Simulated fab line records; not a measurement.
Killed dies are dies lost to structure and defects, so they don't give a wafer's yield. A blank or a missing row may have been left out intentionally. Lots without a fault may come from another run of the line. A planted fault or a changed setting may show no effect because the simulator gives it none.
fab line records -- flow sky130
[record] lots = 6, wafers = 18, last-day = 50
route steps=708 shown VT_ADJUST_HVTR@139 VT_ADJUST_PCH@143 SONOS_TUNNEL@154 PAD_OPEN@708
lots untouched by any fault: they come from a run of this same line in which no faults occurred
start-h: hours from the record's first day to the start of the lot's first wafer shown -- wait-h: time in hours since the lot's previous step -- " the same as in the row above -- L1.1+2: a row that stands for several wafers -- - either no value or no given start -- * or withheld: withheld -- < > ~ a bound
route shown NAME@n: a module of which the file shows steps, and the number in the route of the first -- usual: the fault-free wafers' mean and standard deviation -- same: alike in all rows -- chamber/n: place in a boat -- sites: the reading at each site -- _std_site: standard deviation of those values -- _edge_site: inner sites' mean taken away from outer sites' mean -- radius-mm: for every site, how far away it sits from the centre of the wafer -- mask NAME#n: copy n -- behind: the last tool/chamber to shape the wafer -- hold: why the lot was held/for how many hours/how that ended -- device: whichever transistor did not switch (one of n, p or np) -- end of line: the route-end tests of the same wafers -- a step given without rows: its recipe and nothing more -- killed: the dies lost at the first sort to structure and to defects; this is not the yield of the wafer -- map: a wafer's dies, marking killed ones x, the rest . and places with no die _
set.NAME: the setting as run; set.NAME@STEP: as run at that earlier step -- model.NAME: the simulator's own value behind a step, which no gauge read
lots seen at some steps along the route; tables by step, rows by wafer
services: the hour from which a tool's chamber was out of use, counted from the record's first day as start-h (under 0 if before that day), plus the number of hours and why
[[steps]]
[step SKY_VT_ADJUST_HVTR_OVL_MEAS_08]
[usual] VT_ADJUST_HVTR_OVL = 1.2/1.4
lot.wafer,tool,chamber,start-h,wait-h,VT_ADJUST_HVTR_OVL[nm]
L295.2,overlay-01,-,213.25,0.1,-0.7
L295.3,overlay-01,-,213.25,0.1,0.9
L295.6,overlay-01,-,213.25,0.1,0.2
L305.3,overlay-02,-,275.31,0.1,-0.2
L305.5,overlay-02,-,275.31,0.1,0.2
L305.6,overlay-02,-,275.31,0.1,-0.4
L306.1,overlay-02,-,284.81,0.1,1.0
L306.2,overlay-02,-,284.81,0.1,1.3
L306.4,overlay-02,-,284.81,0.1,1.6
L307.2,overlay-01,-,295.05,0.1,-0.2
L307.4,overlay-01,-,295.05,0.1,-0.4
L307.6,overlay-01,-,295.05,0.1,-0.1
L317.1,overlay-02,-,381.99,0.1,1.6
L317.2,overlay-02,-,381.99,0.1,2.6
L317.3,overlay-02,-,381.99,0.1,1.8
L318.2,overlay-02,-,383.31,0.1,0.7
L318.4,overlay-02,-,383.31,0.1,-0.5
L318.5,overlay-02,-,383.31,0.1,1.1
[step SKY_VT_ADJUST_HVTR_IMPLANT_09]
[recipe] species = B, energy-kev = 10, dose-cm2 = 2.1e+12, tilt-deg = withheld
[step SKY_VT_ADJUST_HVTR_STRIP_10]
[recipe] chemistry = O2/N2, power-w = 1400, pressure-mtorr = 1500, platen-temp-c = withheld, o2-flow-sccm = 3000, n2-flow-sccm = 300, overash-fraction = 0.5
[usual] drypump-motor-current-A = 6.2/0.34, n2-flow-sccm = 300.0/0.91, oes-product-au = 0.715/0.0046, strip-time-to-endpoint-s = 14.19/0.038
lot.wafer,tool,chamber,start-h,wait-h,drypump-motor-current-A,n2-flow-sccm,oes-product-au,rf-hours-counter-h,strip-time-to-endpoint-s
L295.2,plasma-asher-04,1,213.43,0.1,5.8,301.0,0.716,53,14.16
L295.3,plasma-asher-04,0,213.43,0.1,6.6,300.6,0.713,-,14.18
L295.6,plasma-asher-04,1,213.43,0.1,5.8,301.8,0.714,-,14.12
L305.3,plasma-asher-03,1,275.51,0.1,6.2,300.2,0.719,-,14.15
L305.5,plasma-asher-03,1,275.51,0.1,6.2,299.4,0.719,-,14.16
L305.6,plasma-asher-03,0,275.51,0.1,5.9,298.9,0.717,-,14.13
L306.1,plasma-asher-03,0,285.14,0.2,6.0,300.5,0.713,57,14.19
L306.2,plasma-asher-03,1,285.14,0.2,6.2,299.1,0.711,57,14.19
L306.4,plasma-asher-03,0,285.14,0.2,6.0,301.0,0.717,-,14.17
L307.2,plasma-asher-03,1,295.23,0.1,6.2,301.0,0.717,58,14.15
L307.4,plasma-asher-03,0,295.23,0.1,5.9,299.1,0.719,-,14.20
L307.6,plasma-asher-03,1,295.23,0.1,6.2,300.1,0.712,-,14.17
L317.1,plasma-asher-04,0,382.18,0.1,6.6,300.6,0.723,69,14.19
L317.2,plasma-asher-04,1,382.18,0.1,5.8,300.2,0.716,69,14.16
L317.3,plasma-asher-04,1,382.18,0.1,5.8,300.4,0.717,-,14.17
L318.2,plasma-asher-01,1,383.49,0.1,5.8,299.5,0.723,27,14.21
L318.4,plasma-asher-01,1,383.49,0.1,5.8,301.0,0.706,-,14.18
L318.5,plasma-asher-01,0,383.49,0.1,6.6,299.2,0.712,-,14.13
[step SKY_VT_ADJUST_HVTR_TW_MEAS_11]
[usual] VT_ADJUST_HVTR_TW = 212.6/2.2
lot.wafer,tool,chamber,start-h,wait-h,VT_ADJUST_HVTR_TW
L295.2,film-metro-04,-,213.54,0.1,213.6
L295.3,film-metro-04,-,213.54,0.1,212.7
L295.6,film-metro-04,-,213.54,0.1,213.6
L305.3,film-metro-04,-,275.60,0.1,213.0
L305.5,film-metro-04,-,275.60,0.1,212.9
L305.6,film-metro-04,-,275.60,0.1,212.5
L306.1,film-metro-03,-,285.24,0.1,211.3
L306.2,film-metro-03,-,285.24,0.1,210.8
L306.4,film-metro-03,-,285.24,0.1,211.9
L307.2,film-metro-03,-,295.34,0.1,212.4
L307.4,film-metro-03,-,295.34,0.1,213.0
L307.6,film-metro-03,-,295.34,0.1,212.4
L317.1,film-metro-04,-,382.28,0.1,214.3
L317.2,film-metro-04,-,382.28,0.1,213.3
L317.3,film-metro-04,-,382.28,0.1,214.5
L318.2,film-metro-03,-,383.60,0.1,212.8
L318.4,film-metro-03,-,383.60,0.1,213.5
L318.5,film-metro-03,-,383.60,0.1,213.6
[step SKY_VT_ADJUST_PCH_DEHYDRATE_00]
[recipe] temp-c = 200, time-s = 60
[step SKY_VT_ADJUST_PCH_HMDS_01]
[recipe] prime-time-s = 60, prime-temp-c = 120
[step SKY_VT_ADJUST_PCH_COAT_02]
[recipe] spin-rpm = 2000, resist-thk-nm = 3000
[step SKY_VT_ADJUST_PCH_SOFTBAKE_03]
[recipe] temp-c = 110, time-s = withheld
[step SKY_VT_ADJUST_PCH_EXPOSE_04]
[recipe] mask-id = NWM, na = 0.6, source-shape = conventional, sigma-outer = 0.6, polarization = unpolarized, target-cd-nm = 840, dose-mj = 255
[step SKY_VT_ADJUST_PCH_PEB_05]
[recipe] temp-c = 115, time-s = withheld
[step SKY_VT_ADJUST_PCH_DEVELOP_06]
[recipe] wall-angle-deg = 90, developer = TMAH, develop-time-s = 60, dev-temp-c = 23
[step SKY_VT_ADJUST_PCH_OVL_MEAS_07]
[usual] VT_ADJUST_PCH_OVL = -0.4/1.6
lot.wafer,tool,chamber,start-h,wait-h,VT_ADJUST_PCH_OVL[nm]
L295.2,overlay-01,-,236.51,-,-1.4
L295.3,overlay-01,-,236.51,-,-0.8
L295.6,overlay-01,-,236.51,-,0.4
L305.3,overlay-02,-,300.54,-,0.4
L305.5,overlay-02,-,300.54,-,-1.7
L305.6,overlay-02,-,300.54,-,-1.5
L306.1,overlay-02,-,310.99,-,-1.6
L306.2,overlay-02,-,310.99,-,-2.2
L306.4,overlay-02,-,310.99,-,-0.9
L307.2,overlay-01,-,321.19,-,2.1
L307.4,overlay-01,-,321.19,-,1.7
L307.6,overlay-01,-,321.19,-,2.0
L317.1,overlay-01,-,411.72,-,1.7
L317.2,overlay-01,-,411.72,-,3.4
L317.3,overlay-01,-,411.72,-,1.2
L318.2,overlay-02,-,412.41,-,-3.1
L318.4,overlay-02,-,412.41,-,0.7
L318.5,overlay-02,-,412.41,-,-0.3
[step SKY_VT_ADJUST_PCH_IMPLANT_08]
[recipe] species = B, energy-kev = 10, dose-cm2 = 5e+11, tilt-deg = withheld
[usual] beam-on-s = 10.02/0.19, end-station-pressure-torr = 5e-06/2.7e-07, faraday-current-uA = 2.81/0.052
lot.wafer,tool,chamber,start-h,wait-h,beam-on-s,end-station-pressure-torr,faraday-current-uA
L295.2,implanter-02,0,236.57,0.0,10.05,5.47e-06,2.80
L295.3,implanter-02,0,236.57,0.0,10.10,4.71e-06,2.79
L295.6,implanter-02,0,236.57,0.0,10.30,5.45e-06,2.75
L305.3,implanter-03,0,300.61,0.1,12.57,0.00010325,2.27
L305.5,implanter-03,0,300.61,0.1,12.26,0.00011149,2.31
L305.6,implanter-03,0,300.61,0.1,12.04,0.00010169,2.37
L306.1,implanter-03,0,311.02,0.0,12.10,0.00010906,2.37
L306.2,implanter-03,0,311.02,0.0,12.62,0.00011113,2.24
L306.4,implanter-03,0,311.02,0.0,12.27,0.0001044,2.33
L307.2,implanter-04,0,321.25,0.0,9.97,5.35e-06,2.84
L307.4,implanter-04,0,321.25,0.0,10.07,5.13e-06,2.78
L307.6,implanter-04,0,321.25,0.0,10.16,5.15e-06,2.79
L317.1,implanter-04,0,411.76,0.0,10.17,4.52e-06,2.78
L317.2,implanter-04,0,411.76,0.0,9.76,4.94e-06,2.87
L317.3,implanter-04,0,411.76,0.0,10.27,4.77e-06,2.74
L318.2,implanter-03,0,412.46,0.0,9.91,4.72e-06,2.84
L318.4,implanter-03,0,412.46,0.0,9.96,5.3e-06,2.82
L318.5,implanter-03,0,412.46,0.0,9.98,5.37e-06,2.82
[step SKY_VT_ADJUST_PCH_STRIP_09]
[recipe] chemistry = O2/N2, power-w = 1400, pressure-mtorr = 1500, platen-temp-c = withheld, o2-flow-sccm = 3000, n2-flow-sccm = 300, overash-fraction = 0.5
[usual] drypump-motor-current-A = 6.0/0.54, n2-flow-sccm = 300.0/0.88, oes-product-au = 0.722/0.0044, strip-time-to-endpoint-s = 36.90/0.13
lot.wafer,tool,chamber,start-h,wait-h,drypump-motor-current-A,n2-flow-sccm,oes-product-au,rf-hours-counter-h,strip-time-to-endpoint-s
L295.2,plasma-asher-04,0,236.69,0.1,6.6,299.2,0.724,55,36.90
L295.3,plasma-asher-04,0,236.69,0.1,6.6,298.7,0.732,-,36.81
L295.6,plasma-asher-04,0,236.69,0.1,6.6,298.6,0.711,-,36.99
L305.3,plasma-asher-02,0,300.74,0.1,5.0,300.5,0.722,-,36.94
L305.5,plasma-asher-02,1,300.74,0.1,6.1,299.6,0.724,-,36.77
L305.6,plasma-asher-02,0,300.74,0.1,5.0,300.7,0.717,-,36.87
L306.1,plasma-asher-04,0,311.17,0.1,6.6,299.2,0.721,62,37.10
L306.2,plasma-asher-04,1,311.17,0.1,5.8,299.8,0.721,62,36.97
L306.4,plasma-asher-04,1,311.17,0.1,5.8,298.4,0.721,-,37.07
L307.2,plasma-asher-04,1,321.37,0.1,5.8,299.3,0.711,63,37.04
L307.4,plasma-asher-04,0,321.37,0.1,6.6,301.3,0.725,-,37.03
L307.6,plasma-asher-04,0,321.37,0.1,6.6,300.1,0.719,-,37.00
L317.1,plasma-asher-02,0,411.91,0.1,5.0,301.2,0.725,59,36.89
L317.2,plasma-asher-02,1,411.91,0.1,6.0,300.5,0.717,59,36.86
L317.3,plasma-asher-02,0,411.91,0.1,5.0,300.5,0.727,-,36.95
L318.2,plasma-asher-04,0,412.59,0.1,6.6,300.2,0.718,72,36.94
L318.4,plasma-asher-04,0,412.59,0.1,6.6,301.3,0.723,-,36.95
L318.5,plasma-asher-04,1,412.59,0.1,5.8,299.2,0.723,-,36.95
[step SKY_VT_ADJUST_PCH_TW_MEAS_10]
[usual] VT_ADJUST_PCH_TW = 143.0/1.7
lot.wafer,tool,chamber,start-h,wait-h,VT_ADJUST_PCH_TW
L295.2,film-metro-03,-,236.80,0.1,145.3
L295.3,film-metro-03,-,236.80,0.1,144.8
L295.6,film-metro-03,-,236.80,0.1,144.8
L305.3,film-metro-01,-,300.83,0.1,149.7
L305.5,film-metro-01,-,300.83,0.1,149.1
L305.6,film-metro-01,-,300.83,0.1,149.3
L306.1,film-metro-04,-,311.27,0.1,152.0
L306.2,film-metro-04,-,311.27,0.1,152.9
L306.4,film-metro-04,-,311.27,0.1,152.9
L307.2,film-metro-01,-,321.48,0.1,141.3
L307.4,film-metro-01,-,321.48,0.1,141.4
L307.6,film-metro-01,-,321.48,0.1,141.8
L317.1,film-metro-03,-,412.01,0.1,143.4
L317.2,film-metro-03,-,412.01,0.1,144.1
L317.3,film-metro-03,-,412.01,0.1,144.8
L318.2,film-metro-04,-,412.70,0.1,146.2
L318.4,film-metro-04,-,412.70,0.1,145.9
L318.5,film-metro-04,-,412.70,0.1,146.5
[step SKY_SONOS_TUNNEL_DEHYDRATE_00]
[recipe] temp-c = 200, time-s = 60
[step SKY_PAD_OPEN_PROBE_99]
[usual] killed_at_M0_to_M3 = 44/7.4, killed_at_M4_up = 3.0/1.8, killed-at-contacts = 24/5.1, killed-at-front-end = 15/4.3, killed-at-other = 0.3/0.54, killed-dies = 86/9.9, killed-open = 47/7.1, killed-short = 38/6.7
[same] gross-dies = 492, killed-at-back-side = 0
lot.wafer,tool,chamber,start-h,wait-h,killed_at_M0_to_M3,killed_at_M4_up,killed-at-contacts,killed-at-front-end,killed-at-other,killed-dies,killed-open,killed-short,model.etest.pfet_01v8_lvt.drive-ua-um,model.etest.pfet-g5v0d10v5.off-log10-a-um,model.etest.pfet_01v8_lvt.off-log10-a-um,model.etest.pfet-g5v0d10v5.vt-sat-v,model.etest.pfet_16v.vt-v,model.etest.pfet-g5v0d10v5.vt-v,model.etest.pfet-g5v0d10v5.vt-long-v,model.etest.pfet_01v8_lvt.vt-sat-v
L295.2,prober-02,-,1090.64,0.1,35,5,22,18,0,80,42,38,175.4,-12.54,-9.052,-0.6393,-1.122,-0.8428,-0.9475,-0.4487
L295.3,prober-02,-,1090.69,0.2,40,5,23,15,0,83,41,42,171.5,-12.9,-9.073,-0.662,-1.116,-0.8539,-0.9445,-0.4596
L295.6,prober-02,-,1090.84,0.2,37,1,12,18,0,68,38,30,172.8,-12.81,-9.161,-0.6754,-1.127,-0.8697,-0.9589,-0.4559
L305.3,prober-02,-,1145.85,0.2,49,3,28,19,0,99,57,42,175.1,-12.24,-8.674,-0.5897,-1.065,-0.7882,-0.8947,-0.4153
L305.5,prober-02,-,1145.95,0.2,46,3,24,10,0,83,43,40,179.7,-12.06,-8.61,-0.5766,-1.06,-0.776,-0.8924,-0.4058
L305.6,prober-02,-,1146.00,0.2,33,3,37,11,0,84,54,30,176.8,-11.93,-8.687,-0.5797,-1.063,-0.7847,-0.8882,-0.4064
L306.1,prober-01,-,1149.48,0.1,34,10,30,14,0,88,46,42,178.2,-11.72,-8.433,-0.5561,-1.041,-0.7616,-0.8806,-0.4004
L306.2,prober-01,-,1149.53,0.1,47,4,24,18,0,93,53,40,180.4,-12.09,-8.375,-0.5893,-1.03,-0.7879,-0.865,-0.3981
L306.4,prober-01,-,1149.63,0.2,47,6,21,6,0,80,41,39,178.6,-11.97,-8.323,-0.5648,-1.042,-0.7696,-0.8742,-0.4024
L307.2,prober-02,-,1155.78,0.1,34,4,32,24,0,94,50,44,175.6,-12.86,-9.098,-0.6805,-1.13,-0.8647,-0.954,-0.4604
L307.4,prober-02,-,1155.88,0.2,38,3,23,24,0,88,57,31,171.9,-13.02,-8.954,-0.6813,-1.128,-0.8622,-0.958,-0.4614
L307.6,prober-02,-,1155.98,0.2,53,2,21,15,0,91,41,50,175.1,-12.81,-9.122,-0.6616,-1.133,-0.8403,-0.9595,-0.4616
L318.2,prober-02,-,1208.69,0.1,32,7,19,20,0,78,45,33,177,-12.32,-8.908,-0.6214,-1.071,-0.8207,-0.908,-0.4329
L318.4,prober-02,-,1208.79,0.2,53,3,31,16,0,103,67,36,174,-12.51,-8.886,-0.6325,-1.089,-0.8282,-0.9208,-0.44
L318.5,prober-02,-,1208.84,0.2,48,0,25,19,0,92,43,49,175.5,-12.69,-8.908,-0.6465,-1.081,-0.8427,-0.9161,-0.4426
L317.1,prober-02,-,1211.64,0.1,55,1,26,10,0,92,52,40,177.5,-12.89,-8.632,-0.6577,-1.093,-0.8469,-0.9242,-0.4308
L317.2,prober-02,-,1211.69,0.1,51,4,15,13,1,84,55,29,176.8,-12.74,-8.611,-0.6554,-1.086,-0.8495,-0.922,-0.4191
L317.3,prober-02,-,1211.74,0.2,44,5,26,14,0,89,47,42,180,-11.9,-8.687,-0.5611,-1.083,-0.7568,-0.9171,-0.4178
// killed by level:class
L295.2 CONTACT:geometric-particle:open=11 VIA1:geometric-particle:open=7 CONTACT:geometric-particle:short=6 FIELD_ISO:geometric-particle:short=5 VIA1:geometric-particle:short=5 METAL2:geometric-particle:short=5 VIA2:geometric-particle:open=5 POLY_GATE:geometric-particle:open=4
L295.3 VIA1:geometric-particle:open=11 CONTACT:geometric-particle:open=9 VIA2:geometric-particle:open=6 VIA1:geometric-particle:short=6 POLY_GATE:geometric-particle:short=5 LOCAL_INTERCONNECT:geometric-particle:short=5 METAL4:geometric-particle:short=5 METAL1:geometric-particle:short=4
L295.6 VIA1:geometric-particle:open=9 VIA2:geometric-particle:open=7 LI_CONTACT:geometric-particle:open=6 FIELD_ISO:geometric-particle:open=5 FIELD_ISO:geometric-particle:short=5 METAL1:geometric-particle:short=4 VIA1:geometric-particle:short=4 VIA2:geometric-particle:short=4
L305.3 VIA2:geometric-particle:open=12 VIA1:geometric-particle:open=10 LI_CONTACT:geometric-particle:open=9 POLY_GATE:geometric-particle:short=7 CONTACT:geometric-particle:short=6 POLY_GATE:geometric-particle:open=6 LI_CONTACT:geometric-particle:short=5 CONTACT:geometric-particle:open=5
L305.5 CONTACT:geometric-particle:open=10 CONTACT:geometric-particle:short=8 VIA1:geometric-particle:open=8 VIA2:geometric-particle:open=8 METAL1:geometric-particle:short=7 VIA1:geometric-particle:short=5 VIA3:geometric-particle:open=5 POLY_GATE:geometric-particle:short=4
L305.6 CONTACT:geometric-particle:open=16 LI_CONTACT:geometric-particle:open=9 VIA1:geometric-particle:open=9 LOCAL_INTERCONNECT:geometric-particle:short=6 VIA3:geometric-particle:open=5 VIA1:geometric-particle:short=4 FIELD_ISO:geometric-particle:open=3 CONTACT:geometric-particle:short=3
L306.1 VIA1:geometric-particle:open=11 CONTACT:geometric-particle:open=8 METAL4:geometric-particle:short=7 LI_CONTACT:geometric-particle:open=6 CONTACT:geometric-particle:short=6 VIA2:geometric-particle:open=6 FIELD_ISO:geometric-particle:short=4 LI_CONTACT:geometric-particle:short=4
L306.2 CONTACT:geometric-particle:open=12 VIA1:geometric-particle:open=10 METAL1:geometric-particle:short=9 VIA3:geometric-particle:open=7 METAL2:geometric-particle:short=6 POLY_GATE:geometric-particle:short=5 LI_CONTACT:geometric-particle:open=5 FIELD_ISO:geometric-particle:open=4
L306.4 VIA3:geometric-particle:open=10 METAL2:geometric-particle:short=9 CONTACT:geometric-particle:open=6 VIA1:geometric-particle:open=6 VIA2:geometric-particle:open=5 LI_CONTACT:geometric-particle:open=5 VIA1:geometric-particle:short=4 CONTACT:geometric-particle:short=4
L307.2 VIA1:geometric-particle:open=12 CONTACT:geometric-particle:open=9 LI_CONTACT:geometric-particle:open=9 FIELD_ISO:geometric-particle:short=8 POLY_GATE:geometric-particle:open=6 CONTACT:geometric-particle:short=6 LOCAL_INTERCONNECT:geometric-particle:short=5 VIA1:geometric-particle:short=5
L307.4 VIA1:geometric-particle:open=13 FIELD_ISO:geometric-particle:open=8 LI_CONTACT:geometric-particle:open=8 CONTACT:geometric-particle:open=8 VIA2:geometric-particle:open=6 FIELD_ISO:geometric-particle:short=4 POLY_GATE:geometric-particle:open=4 METAL1:geometric-particle:short=4
L307.6 VIA1:geometric-particle:open=12 VIA1:geometric-particle:short=8 CONTACT:geometric-particle:open=7 METAL1:geometric-particle:short=7 FIELD_ISO:geometric-particle:open=5 METAL3:geometric-particle:short=5 METAL2:geometric-particle:short=5 VIA2:geometric-particle:open=5
L318.2 VIA1:geometric-particle:open=10 CONTACT:geometric-particle:open=8 FIELD_ISO:geometric-particle:open=7 VIA2:geometric-particle:open=6 METAL4:geometric-particle:short=6 LI_CONTACT:geometric-particle:open=5 FIELD_ISO:geometric-particle:short=4 SPACER:geometric-particle:short=4
L318.4 VIA1:geometric-particle:open=23 CONTACT:geometric-particle:open=14 LI_CONTACT:geometric-particle:open=7 LOCAL_INTERCONNECT:geometric-particle:short=6 VIA1:geometric-particle:short=6 METAL1:geometric-particle:short=5 POLY_GATE:geometric-particle:open=4 SPACER:geometric-particle:short=4
L318.5 VIA1:geometric-particle:open=10 METAL2:geometric-particle:short=10 CONTACT:geometric-particle:short=7 CONTACT:geometric-particle:open=7 FIELD_ISO:geometric-particle:short=6 VIA3:geometric-particle:open=6 LOCAL_INTERCONNECT:geometric-particle:short=5 VIA1:geometric-particle:short=5
L317.1 VIA1:geometric-particle:open=12 CONTACT:geometric-particle:open=12 METAL2:geometric-particle:short=9 VIA1:geometric-particle:short=8 LI_CONTACT:geometric-particle:open=6 VIA3:geometric-particle:open=6 VIA2:geometric-particle:open=5 CONTACT:geometric-particle:short=4
L317.2 VIA3:geometric-particle:open=14 VIA1:geometric-particle:open=10 VIA2:geometric-particle:open=9 CONTACT:geometric-particle:open=6 FIELD_ISO:geometric-particle:short=4 POLY_GATE:geometric-particle:open=4 LI_CONTACT:geometric-particle:open=4 METAL3:geometric-particle:short=4
L317.3 VIA1:geometric-particle:open=14 CONTACT:geometric-particle:open=8 FIELD_ISO:geometric-particle:short=7 LI_CONTACT:geometric-particle:open=7 METAL1:geometric-particle:short=6 VIA3:geometric-particle:open=6 CONTACT:geometric-particle:short=5 METAL2:geometric-particle:open=5
[[services]]
tool,chamber,start-h,hours,kind
implanter-02,-,194.94,1.6,repair
plasma-asher-03,-,213.50,2.7,repair
plasma-asher-01,-,255.79,0.8,repair
plasma-asher-01,-,257.47,2.8,pm
implanter-03,-,283.06,2.9,pm
plasma-asher-03,-,306.54,2.8,pm
implanter-03,-,306.75,1.8,repair
implanter-04,-,308.66,3.3,pm
implanter-02,-,328.30,1.6,repair
implanter-03,-,329.70,3.7,repair
implanter-03,-,332.96,1.4,repair
plasma-asher-03,-,381.66,4.0,pm
implanter-03,-,393.98,2.2,repair
plasma-asher-02,-,403.98,2.8,pm
[[key]]
[first-sign] step = SKY_VT_ADJUST_PCH_IMPLANT_08, reading = end-station-pressure-torr, direction = up, sigmas = 99+, usual = 5e-06, struck = 0.00010683
[effect] step = SKY_VT_ADJUST_PCH_IMPLANT_08, reading = beam-on-s, direction = up, sigmas = 12, usual = 10.02, struck = 12.31
[effect] step = SKY_VT_ADJUST_PCH_TW_MEAS_10, reading = VT_ADJUST_PCH_TW, direction = up, sigmas = 4.7, usual = 143.0, struck = 151.0
[model-effect] step = SKY_PAD_OPEN_PROBE_99, value = etest.pfet_01v8_lvt.drive-ua-um, without = 174.2, struck = 178.1
met-at SKY_VT_ADJUST_PCH_IMPLANT_08
struck-wafers L305.3,L305.5,L305.6,L306.1,L306.2,L306.4
tester-left-out L305,L306
[fault] kind = process-parameter-drift, tool = implanter-03, chamber = -, onset-h = 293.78, steps = SKY_VT_ADJUST_PCH_IMPLANT_08, channel = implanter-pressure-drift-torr, offset = 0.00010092, shape = step, end-h = 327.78
[fault] kind = process-parameter-drift, tool = implanter-03, chamber = -, onset-h = 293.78, steps = SKY_VT_ADJUST_PCH_IMPLANT_08, channel = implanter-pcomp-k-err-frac, offset = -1, shape = step, end-h = 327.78
// tester-left-out: of these lots the tester's yield and bins aren't shown, on N5 and GAA mostly nor the transistor test; their killed dies are dies lost to structure and defects alone, not to doping, threshold or leakage, so they don't give the yield
